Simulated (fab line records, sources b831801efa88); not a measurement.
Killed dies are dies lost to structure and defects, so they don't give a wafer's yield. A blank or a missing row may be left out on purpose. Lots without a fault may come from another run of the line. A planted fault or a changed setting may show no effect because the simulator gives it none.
What tool caused it? || flow sky130 || 18 wafers from 6 lots sampled at 3 of the route's 708 steps

## WHAT THE GAUGES READ, wafer by wafer
SKY_DNWELL_TW_MEAS_09.
{"lot": "L162", "measured": "day 3 10:34", "on": "film-metro-04", "DNWELL_TW": "1124 1126 1123"}
{"lot": "L164", "measured": "day 3 21:11", "on": "film-metro-04", "DNWELL_TW": "1117 1111 1117"}
{"lot": "L170", "measured": "day 5 04:04", "on": "film-metro-03", "DNWELL_TW": "1106 1098 1105"}
{"lot": "L176", "measured": "day 6 11:31", "on": "film-metro-01", "DNWELL_TW": "1106 1112 1109"}
{"lot": "L178", "measured": "day 7 02:20", "on": "film-metro-01", "DNWELL_TW": "1117 1115 1115"}
{"lot": "L183", "measured": "day 8 05:40", "on": "film-metro-01", "DNWELL_TW": "1109 1116 1114"}

## WHAT TOOL EACH LOT RAN ON (gives the tool, then ch and the chambers of the sampled wafers, and finally the start)
{"lot": "L162", "SKY_FIELD_ISO_STRIP_16": "plasma-asher-02 ch 0,1, day 2 09:50", "SKY_FIELD_ISO_WET_ETCH_18": "wet-bench-01 ch 3, day 2 10:01"}
{"lot": "L164", "SKY_FIELD_ISO_STRIP_16": "plasma-asher-01 ch 0,1, day 2 22:04", "SKY_FIELD_ISO_WET_ETCH_18": "wet-bench-03 ch 1, day 2 22:12"}
{"lot": "L170", "SKY_FIELD_ISO_STRIP_16": "plasma-asher-04 ch 0,1, day 4 03:43", "SKY_FIELD_ISO_WET_ETCH_18": "wet-bench-01 ch 3, day 4 03:53"}
{"lot": "L176", "SKY_FIELD_ISO_STRIP_16": "plasma-asher-04 ch 0,1, day 5 10:05", "SKY_FIELD_ISO_WET_ETCH_18": "wet-bench-04 ch 1, day 5 10:15"}
{"lot": "L178", "SKY_FIELD_ISO_STRIP_16": "plasma-asher-01 ch 0,1, day 5 22:17", "SKY_FIELD_ISO_WET_ETCH_18": "wet-bench-04 ch 3, day 5 22:28"}
{"lot": "L183", "SKY_FIELD_ISO_STRIP_16": "plasma-asher-01 ch 0,1, day 7 01:08", "SKY_FIELD_ISO_WET_ETCH_18": "wet-bench-01 ch 2, day 7 01:19"}
- SKY_FIELD_ISO_STRIP_16: strips in O2/N2.
- SKY_FIELD_ISO_WET_ETCH_18: etches Si3N4 in H3PO4, target depth 25 nm, time 286 s.

## THE ANSWER, worked out from the rows above alone
Rule: usual is defined by the lots themselves. The widest of any qualifying gaps counts: lots, ordered by their means at a reading, are off when they make up no more than a third of the lots, leave a main group of 4 or more, and stand apart from it by 3 or more times the standard deviation of that group's means. A main group is skipped when, at the precision printed for the reading in the tables above, its means are all equal. A lot without any number at a reading at which 4 lots or more have one is off too. The other lots that the step has rows for count as sound.
Nothing can be told from this: no lot is off at any reading shown.

## WHAT THE SIMULATOR HAD PUT IN
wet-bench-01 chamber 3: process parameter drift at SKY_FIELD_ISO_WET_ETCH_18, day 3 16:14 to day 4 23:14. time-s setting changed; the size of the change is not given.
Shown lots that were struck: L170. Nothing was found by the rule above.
